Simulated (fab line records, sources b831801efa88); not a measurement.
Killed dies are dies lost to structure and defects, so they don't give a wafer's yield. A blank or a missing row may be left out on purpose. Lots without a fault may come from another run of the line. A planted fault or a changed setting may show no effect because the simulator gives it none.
Which tool did it? | flow sky130 | 15 lots, 45 wafers sampled, at 2 steps of a route of 708

WHAT THE GAUGES READ, wafer by wafer
SKY_VIA3_CD_MEAS_12: target cd 200 nm.
lot  | measured     | on        | cd_nm (nm)
L615 | day 40 19:49 | cd_sem-01 | 200.9 200.4 200.4
L616 | day 40 23:02 | cd_sem-01 | 199.7 200.0 199.3
L619 | day 41 11:01 | cd_sem-02 | 199.7 201.9 202.8
L618 | day 41 11:26 | cd_sem-01 | 201.4 200.7 202.0
L620 | day 42 03:02 | cd_sem-02 | 201.3 199.7 199.6
L621 | day 42 06:09 | cd_sem-02 | 198.7 199.8 200.1
L623 | day 42 19:22 | cd_sem-02 | 202.3 203.4 201.9
L626 | day 43 07:34 | cd_sem-01 | 201.0 201.2 202.0
L628 | day 44 12:14 | cd_sem-02 | 198.5 198.4 199.4
L629 | day 44 15:44 | cd_sem-02 | 199.9 198.8 199.0
L630 | day 44 21:07 | cd_sem-01 | 198.9 198.8 199.3
L633 | day 46 05:11 | cd_sem-01 | 200.7 200.4 199.8
L635 | day 46 11:18 | cd_sem-02 | 201.9 200.8 200.0
L634 | day 46 12:47 | cd_sem-02 | 200.8 199.8 199.5
L637 | day 46 16:51 | cd_sem-02 | 197.6 198.3 199.6

WHICH TOOL RAN EACH LOT (tool, then ch and the chambers of the sampled wafers, then the start)
lot  | SKY_METAL3_DESCUM_15
L615 | rie_metal-02 ch 1, day 39 16:57
L616 | rie_metal-01 ch 1, day 39 20:18
L619 | rie_metal-04 ch 0,1, day 40 08:39
L618 | rie_metal-02 ch 1, day 40 09:00
L620 | rie_metal-02 ch 0,1, day 41 01:26
L621 | rie_metal-02 ch 0,1, day 41 04:50
L623 | rie_metal-01 ch 0,1, day 41 16:44
L626 | rie_metal-01 ch 0,1, day 42 05:56
L628 | rie_metal-02 ch 0,1, day 43 11:57
L629 | rie_metal-04 ch 0,1, day 43 15:06
L630 | rie_metal-02 ch 0,1, day 43 20:34
L633 | rie_metal-04 ch 0, day 45 06:06
L635 | rie_metal-02 ch 0,1, day 45 11:11
L634 | rie_metal-01 ch 0,1, day 45 13:03
L637 | rie_metal-02 ch 0,1, day 45 17:28
- SKY_METAL3_DESCUM_15: chemistry O2, time 8 s.

WHAT THE TOOLS THEMSELVES READ (means of the sampled wafers that have a number; where no wafer has one, the mark that the record gives instead)
SKY_METAL3_DESCUM_15.
lot  | tool         | drypump_motor_current_A (A) | oes_product_au (a.u.) | rf_fwd_power_W (W)
L615 | rie_metal-02 | 5.8                         | 1.011                 | 147.1
L616 | rie_metal-01 | 5.9                         | 1.008                 | 147.6
L619 | rie_metal-04 | 6.6                         | 1.012                 | 146.1
L618 | rie_metal-02 | 5.8                         | 1.006                 | 147.4
L620 | rie_metal-02 | 6.1                         | 0.994                 | 146.6
L621 | rie_metal-02 | 6.0                         | 0.992                 | 146.9
L623 | rie_metal-01 | 5.5                         | 0.992                 | 147.7
L626 | rie_metal-01 | 5.5                         | 0.997                 | 147.2
L628 | rie_metal-02 | 6.1                         | 0.993                 | 146.6
L629 | rie_metal-04 | 6.6                         | 1.004                 | 146.6
L630 | rie_metal-02 | 6.1                         | 0.988                 | 146.8
L633 | rie_metal-04 | 6.1                         | 1.011                 | 146.4
L635 | rie_metal-02 | 6.0                         | 0.992                 | 147.2
L634 | rie_metal-01 | 5.5                         | 0.990                 | 147.1
L637 | rie_metal-02 | 6.1                         | 0.992                 | 146.9

THE ANSWER, worked out from the rows above alone
Rule: what is usual is taken from the lots themselves. Put in order of their means at a reading, lots are off if they are a third of the lots or fewer, leave a main group of 4 or more, and stand apart from it by a gap of 3 or more times the standard deviation of the main group's means; of several such gaps the widest counts. A main group whose means are all the same, to the digits that the tables above print for the reading, isn't used. A lot without any number at a reading at which 4 lots or more have one is off too. The other lots that the step has rows for count as sound. The gauges are gone through in route order, then the tools' own readings, and for those a lot's mean is taken as printed above. The first step at which some lot is off is used, and at that step the reading that is off furthest; a lot without a number counts as furthest.
No lot is off at any reading shown: from this, nothing can be told.

WHAT THE SIMULATOR HAD PUT IN
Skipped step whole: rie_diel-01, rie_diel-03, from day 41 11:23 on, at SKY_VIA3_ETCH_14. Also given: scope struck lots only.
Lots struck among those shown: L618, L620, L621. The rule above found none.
